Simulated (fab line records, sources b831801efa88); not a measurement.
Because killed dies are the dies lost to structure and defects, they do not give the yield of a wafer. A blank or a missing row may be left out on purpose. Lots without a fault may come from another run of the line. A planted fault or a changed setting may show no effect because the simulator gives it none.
Split-lot trial | flow gf180mcu | route with 602 steps; 5 lots, 23 wafers read

SPLIT DETAILS
At GF_V3_CVD_00 (deposits SiO2, target thk 600 nm, time 100 s), the setting sih4 flow sccm was moved away from the recipe's 60 sccm on 7 of the 23 wafers read, by -12.6% to -10.0%. For the rest of the wafers, this setting stayed at what the recipe calls for.

Between the split and the reading, the file records no step.

THE READING
Values of V3_CVD_00_THK in nm from GF_V3_THK_MEAS_01. On this fab line, fault-free wafers typically give 600 nm with a standard deviation of 7.5 nm.

wafer  | tool, chamber at the split | sih4 flow sccm as run, sccm | against the recipe | V3_CVD_00_THK, nm | against lot-mates on the recipe
L080.1 | hdpcvd-02, 1               | 52.43                       | -12.6%             | 519               | -89
L080.2 | hdpcvd-02, 0               | 60                          | recipe             | 611               | -
L080.3 | hdpcvd-02, 2               | 60                          | recipe             | 604               | -
L080.5 | hdpcvd-02, 1               | 52.43                       | -12.6%             | 519               | -89
L080.6 | hdpcvd-02, 0               | 60                          | recipe             | 608               | -
L082.1 | hdpcvd-01, 1               | 60                          | recipe             | 593               | -
L082.3 | hdpcvd-01, 1               | 60                          | recipe             | 597               | -
L082.4 | hdpcvd-01, 2               | 60                          | recipe             | 603               | -
L082.5 | hdpcvd-01, 1               | 60                          | recipe             | 587               | -
L082.6 | hdpcvd-01, 2               | 60                          | recipe             | 603               | -
L083.2 | hdpcvd-01, 2               | 60                          | recipe             | 597               | -
L083.3 | hdpcvd-01, 1               | 54                          | -10.0%             | 528               | -67
L083.4 | hdpcvd-01, 2               | 60                          | recipe             | 593               | -
L083.5 | hdpcvd-01, 1               | 54                          | -10.0%             | 531               | -64
L083.6 | hdpcvd-01, 2               | 60                          | recipe             | 595               | -
L084.3 | hdpcvd-01, 0               | 60                          | recipe             | 610               | -
L084.4 | hdpcvd-01, 2               | 60                          | recipe             | 604               | -
L084.6 | hdpcvd-01, 0               | 60                          | recipe             | 615               | -
L085.2 | hdpcvd-01, 2               | 60                          | recipe             | 597               | -
L085.3 | hdpcvd-01, 1               | 52.52                       | -12.5%             | 523               | -75
L085.4 | hdpcvd-01, 2               | 60                          | recipe             | 599               | -
L085.5 | hdpcvd-01, 0               | 52.52                       | -12.5%             | 531               | -67
L085.6 | hdpcvd-01, 1               | 52.52                       | -12.5%             | 523               | -75

THE FIT
A straight line over all 23 wafers: V3_CVD_00_THK changes by +6.4 nm for each +1% of sih4 flow sccm; r = +0.98; the points scatter about the line by 7.2 nm.
The same after taking each lot's own level away (the mean of its wafers on the recipe; 23 wafers): +6.35 nm for each +1%; r = +0.99; scatter 5.5 nm.
Per that fit: largest sih4 flow sccm move, reading shift of 80 nm.
From 595.0 to 609.7 nm: that is the span of the lots' own levels, equal to 2.0 times the standard deviation above.
Hence the lot-to-lot level has little effect on the slope; both slopes agree.
Check: -78.5 nm against its lot-mates is what the line predicts for one of the wafers moved furthest among these (-12.6%) when that wafer is left out of the fit. Against them it came out at -88.7 nm.

FURTHER SPLITS ON THESE WAFERS
These wafers also went through other splits before the reading. Each is held against what the fit with the lots' levels taken away leaves over:
other split on the same wafers | wafers away from the commonest value | r with V3_CVD_00_THK (lot level and that fit taken away)
GF_V1_ETCH_17 source w         | 9                                    | +0.15
GF_M2_SPUTTER_00 power w       | 8                                    | -0.40
GF_M2_SPUTTER_02 time s        | 6                                    | -0.33
GF_M2_EXPOSE_11 dose mj        | 7                                    | +0.19
GF_V2_COAT_09 resist thk nm    | 10                                   | -0.13
GF_V2_ETCH_16 ion energy ev    | 5                                    | +0.15
GF_M3_METAL_ETCH_16 icp w      | 12                                   | -0.12

THE WHOLE CHAIN: every reading that the file lists as answering this split, in the file's order
step              | what it does                                 | reading                                                                   | change (the file's fit)              | r (the file's)
GF_V3_CVD_00      | deposits SiO2, target thk 600 nm, time 100 s | SiO2_of_V3_CVD_00.thk nm (the simulator's own value, which no gauge read) | +6.46 nm for each +1% of the setting | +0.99
GF_V3_THK_MEAS_01 |                                              | V3_CVD_00_THK                                                             | +6.45 for each +1% of the setting    | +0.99

FILE'S OWN FIT
V3_CVD_00_THK changes by +6.45 nm for each +1% of sih4 flow sccm, r = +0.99.
